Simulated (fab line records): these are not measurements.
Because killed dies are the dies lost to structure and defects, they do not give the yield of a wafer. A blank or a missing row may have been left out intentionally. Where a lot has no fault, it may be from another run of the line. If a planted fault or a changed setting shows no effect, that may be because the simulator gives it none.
Chamber matching | flow gf180mcu | GF_POLY_GATE_ETCH_13 on rie si-01: 4 sister chambers
The step etches poly-Si in HBr/Cl2, stops on SiO2, target depth 198.5 nm, time 69.6 s. 14 wafers are shown with their chamber, then 7 later ones without.

## EACH WAFER AND ITS CHAMBER
wafer  | chamber | drypump motor current A (A) | run length s (s) | oes product au (a.u.)
L752.2 | 3       | 5.88                        | 97.1             | 1.001
L752.3 | 2       | 5.72                        | 98.7             | 0.983
L752.6 | 1       | 5.67                        | 97.8             | 0.991
L753.2 | 3       | 5.92                        | 97.3             | 0.990
L753.3 | 1       | 5.65                        | 97.8             | 0.982
L753.4 | 2       | 5.74                        | 98.2             | 0.991
L756.2 | 1       | 5.64                        | 98.3             | 0.997
L756.4 | 2       | 5.75                        | 98.3             | 0.981
L756.6 | 1       | 5.68                        | 97.9             | 0.996
L757.2 | 1       | 5.69                        | 98.1             | 0.987
L757.5 | 2       | 5.75                        | 98.4             | 0.966
L757.6 | 3       | 5.90                        | 97.0             | 0.993
L760.2 | 0       | 6.32                        | 97.1             | 0.998
L760.3 | 3       | 5.90                        | 97.3             | 0.984

SIGNATURES, as means of the wafers listed above
reading                 | chamber 0 | chamber 1 | chamber 2 | chamber 3 | scatter within a chamber
drypump motor current A | 6.3200    | 5.6660    | 5.7400    | 5.9000    | 0.0177
run length s            | 97.100    | 97.980    | 98.400    | 97.175    | 0.199
oes product au          | 0.99800   | 0.99060   | 0.98025   | 0.99200   | 0.00796
Rule: for each reading, subtract the chamber's mean from the wafer's reading, divide by that reading's scatter and square the result; add these up over the readings and take the root, which gives the wafer's distance from the chamber. If the next closest chamber is less than 2 further off than the closest, the wafer can't be placed; otherwise it belongs to the closest. How the scatter is found: for the shown wafers, subtract from each reading the mean of its chamber, square and add these, divide the total by (wafers less chambers), then take the root.

## WAFERS WITHOUT THEIR CHAMBER
wafer  | drypump motor current A (A) | run length s (s) | oes product au (a.u.)
L760.5 | 5.90                        | 96.9             | 0.992
L765.1 | 5.67                        | 98.1             | 0.993
L765.5 | 6.32                        | 97.1             | 0.994
L765.6 | 5.68                        | 98.2             | 0.983
L775.1 | 5.78                        | 98.6             | 0.984
L775.4 | 5.89                        | 97.1             | 0.993
L775.5 | 5.67                        | 98.5             | 0.990

## THE CHAMBER EACH PASSED THROUGH
wafer  | from the rows above     | in truth
L760.5 | 3                       | 3
L765.1 | 1                       | 1
L765.5 | 0                       | 0
L765.6 | can't be placed: 1 or 2 | 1
L775.1 | 2                       | 2
L775.4 | 3                       | 3
L775.5 | can't be placed: 1 or 2 | 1
5 of 7 placed correctly. Unplaceable from these rows: 2, with the true chamber sitting among the candidates in 2. Placed wrongly: 0.
